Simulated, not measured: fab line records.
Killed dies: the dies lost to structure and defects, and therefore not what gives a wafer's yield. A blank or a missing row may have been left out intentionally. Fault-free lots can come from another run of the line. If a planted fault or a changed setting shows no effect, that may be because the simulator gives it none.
Which of the tools did it? | flow sky130 | 10 lots with 30 wafers sampled at 5 steps, on a route of 708 steps

WHAT THE GAUGES SHOWED, per wafer
SKY_PASSIVATION_THK_MEAS_03. Usual: for PASSIVATION_CVD_02_THK the level is 537 nm and the standard deviation is 7.4.
lot  | measured     | on           | PASSIVATION_CVD_02_THK (nm) | flag
L317 | day 44 09:02 | filmMetro-02 | 541 544 546                 | 
L318 | day 44 21:47 | filmMetro-04 | 535 539 544                 | 
L319 | day 45 02:54 | filmMetro-04 | 546 549 544                 | 
L321 | day 45 11:52 | filmMetro-02 | 543 540 546                 | 
L327 | day 47 09:41 | filmMetro-03 | 546 533 547                 | 
L328 | day 47 14:17 | filmMetro-02 | 534 521 536                 | 
L329 | day 47 18:14 | filmMetro-03 | 537 527 542                 | 
L334 | day 48 14:32 | filmMetro-03 | 970 980 995                 | OFF
L336 | day 49 01:10 | filmMetro-04 | 968 983 979                 | OFF
L337 | day 49 07:48 | filmMetro-04 | 534 530 532                 | 

WHAT TOOL EACH LOT RAN ON (gives the tool, then ch and the chambers of the sampled wafers, and finally the start)
lot  | SKY_METAL4_DESCUM_15             | SKY_METAL4_ETCH_16               | SKY_METAL5_SPUTTER_00       | SKY_PASSIVATION_CVD_02
L317 | rieMetal-04 ch 0, day 42 07:15   | rieMetal-04 ch 0, day 42 07:20   | pvdSputter-02, day 43 08:59 | pecvd-02 ch 0,1, day 44 08:47
L318 | rieMetal-04 ch 0,1, day 42 19:45 | rieMetal-04 ch 0,1, day 42 19:47 | pvdSputter-02, day 43 22:09 | pecvd-02 ch 0,1,2, day 44 21:34
L319 | rieMetal-04 ch 0,1, day 43 02:52 | rieMetal-04 ch 0,1, day 43 02:55 | pvdSputter-03, day 44 04:08 | pecvd-02 ch 0,1, day 45 02:39
L321 | rieMetal-03 ch 0,1, day 43 12:30 | rieMetal-03 ch 0,1, day 43 12:32 | pvdSputter-04, day 44 13:38 | pecvd-01 ch 1,2, day 45 11:37
L327 | rieMetal-04 ch 0,1, day 45 14:29 | rieMetal-04 ch 0,1, day 45 14:31 | pvdSputter-04, day 46 13:11 | pecvd-03 ch 0,1, day 47 09:27
L328 | rieMetal-03 ch 0,1, day 45 19:10 | rieMetal-03 ch 0,1, day 45 19:13 | pvdSputter-03, day 46 18:01 | pecvd-03 ch 0,1, day 47 14:04
L329 | rieMetal-02 ch 0,1, day 45 22:04 | rieMetal-02 ch 0,1, day 45 22:07 | pvdSputter-03, day 46 21:26 | pecvd-03 ch 0,1, day 47 18:01
L334 | rieMetal-04 ch 0,1, day 46 21:24 | rieMetal-04 ch 0,1, day 46 21:26 | pvdSputter-03, day 47 19:01 | pecvd-03 ch 0,1, day 48 14:13
L336 | rieMetal-02 ch 1, day 47 06:59   | rieMetal-02 ch 1, day 47 07:01   | pvdSputter-02, day 48 04:26 | pecvd-03 ch 0,2, day 49 00:55
L337 | rieMetal-04 ch 0, day 47 13:54   | rieMetal-04 ch 0, day 47 13:58   | pvdSputter-04, day 48 12:05 | pecvd-02 ch 0,1,2, day 49 07:34
- SKY_METAL4_DESCUM_15: chemistry O2, time 8 s.
- SKY_METAL4_ETCH_16: etches BARC in N2/H2, stops on SiO2, time 88.2 s, target depth 60 nm.
- SKY_METAL5_SPUTTER_00: material Ti, target thk 15 nm, time 10 s.
- SKY_PASSIVATION_CVD_02: deposits Si3N4, target thk 540 nm.

WHAT THE TOOLS THEMSELVES READ (means of the sampled wafers that have a number; where no wafer has one, the mark that the record gives instead)
SKY_METAL4_DESCUM_15. Usual: chamberPressureMTorr 10.000 mTorr, standard deviation 0.0086; drypumpMotorCurrentA 6.12 A, standard deviation 0.24; oesProductAu 1.008 a.u., standard deviation 0.013.
lot  | tool        | chamberPressureMTorr (mTorr) | drypumpMotorCurrentA (A) | oesProductAu (a.u.) | flag
L317 | rieMetal-04 | 9.995                        | 6.12                     | 0.995               | 
L318 | rieMetal-04 | 10.012                       | 6.37                     | 1.010               | 
L319 | rieMetal-04 | 9.998                        | 6.34                     | 1.002               | 
L321 | rieMetal-03 | 9.999                        | 5.93                     | 1.026               | 
L327 | rieMetal-04 | 9.997                        | 6.35                     | 0.996               | 
L328 | rieMetal-03 | 10.005                       | 5.74                     | 1.019               | 
L329 | rieMetal-02 | 10.001                       | 6.08                     | 1.011               | 
L334 | rieMetal-04 | 9.998                        | 6.34                     | 1.010               | 
L336 | rieMetal-02 | 9.993                        | 6.03                     | 1.014               | 
L337 | rieMetal-04 | 10.001                       | 6.11                     | 0.994               | 

SKY_METAL4_ETCH_16. Usual: chamberPressureMTorr 29.995 mTorr, standard deviation 0.026; drypumpMotorCurrentA 6.13 A, standard deviation 0.24; oesProductAu 0.626 a.u., standard deviation 0.0047; throttleValvePct 13.204 %, standard deviation 0.0093.
lot  | tool        | chamberPressureMTorr (mTorr) | drypumpMotorCurrentA (A) | oesProductAu (a.u.) | throttleValvePct (%) | flag
L317 | rieMetal-04 | 29.994                       | 6.11                     | 0.625               | 13.207               | 
L318 | rieMetal-04 | 30.024                       | 6.36                     | 0.631               | 13.203               | 
L319 | rieMetal-04 | 29.974                       | 6.37                     | 0.628               | 13.206               | 
L321 | rieMetal-03 | 29.991                       | 5.93                     | 0.624               | 13.206               | 
L327 | rieMetal-04 | 29.994                       | 6.37                     | 0.622               | 13.209               | 
L328 | rieMetal-03 | 30.001                       | 5.75                     | 0.627               | 13.208               | 
L329 | rieMetal-02 | 29.965                       | 6.10                     | 0.620               | 13.215               | 
L334 | rieMetal-04 | 29.980                       | 6.38                     | 0.625               | 13.201               | 
L336 | rieMetal-02 | 29.981                       | 6.05                     | 0.627               | 13.209               | 
L337 | rieMetal-04 | 29.995                       | 6.14                     | 0.627               | 13.197               | 

SKY_METAL5_SPUTTER_00. Usual: cathodeDcPowerW 3000.0 W, standard deviation 0.57; throttleValvePct 30.8 %, standard deviation 0.81.
lot  | tool          | cathodeDcPowerW (W) | throttleValvePct (%) | flag
L317 | pvdSputter-02 | 3000.1              | 31.0                 | 
L318 | pvdSputter-02 | 2999.7              | 31.0                 | 
L319 | pvdSputter-03 | 2999.9              | 30.4                 | 
L321 | pvdSputter-04 | 2999.2              | 31.3                 | 
L327 | pvdSputter-04 | 2999.9              | 31.3                 | 
L328 | pvdSputter-03 | 3000.0              | 31.0                 | 
L329 | pvdSputter-03 | 2999.9              | 30.3                 | 
L334 | pvdSputter-03 | 3000.0              | 30.4                 | 
L336 | pvdSputter-02 | 3000.3              | 31.3                 | 
L337 | pvdSputter-04 | 3000.8              | 31.2                 | 

SKY_PASSIVATION_CVD_02. Usual: heaterPowerW 779 W, standard deviation 110; susceptorTempC 400.02 C, standard deviation 0.24.
lot  | tool     | heaterPowerW (W) | susceptorTempC (C) | flag
L317 | pecvd-02 | 708              | 399.93             | 
L318 | pecvd-02 | 691              | 400.02             | 
L319 | pecvd-02 | 718              | 399.96             | 
L321 | pecvd-01 | 796              | 399.64             | 
L327 | pecvd-03 | 874              | 400.09             | 
L328 | pecvd-03 | 882              | 399.87             | 
L329 | pecvd-03 | 814              | 400.21             | 
L334 | pecvd-03 | 844              | 400.02             | 
L336 | pecvd-03 | 867              | 399.92             | 
L337 | pecvd-02 | 675              | 400.15             | 

THE ANSWER, worked out from the rows above alone
Rule: a lot is off if the mean of its wafers that have a number lies more than 3 standard deviations from the usual mean. A lot without any number at a reading at which 4 lots or more have one is off too. All remaining lots with rows at the step are treated as sound. First the gauges in route order, then the tools' own readings, where a lot's mean is used as printed above. At the first step where some lot is off, the reading lying furthest off is the one used; lots without a number count as furthest.
Off: at SKY_PASSIVATION_THK_MEAS_03 (PASSIVATION_CVD_02_THK), L334, L336.
A tool fits if, at a process step before that reading, it ran every lot that is off, and no sound lot after the first of them. Those tools and the gauges at SKY_PASSIVATION_THK_MEAS_03 are tried in the same way. One fits: pecvd-03 at SKY_PASSIVATION_CVD_02. Its last sound lot is L329 (day 47 18:01), its first lot that is off L334 (day 48 14:13): a fault that began between those two fits.

WHAT THE SIMULATOR HAD INSERTED
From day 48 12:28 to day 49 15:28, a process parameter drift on pecvd-03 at SKY_PASSIVATION_CVD_02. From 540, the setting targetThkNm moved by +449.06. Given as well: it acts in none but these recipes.
Struck lots among those shown: L334, L336. Same finding as the rule above.
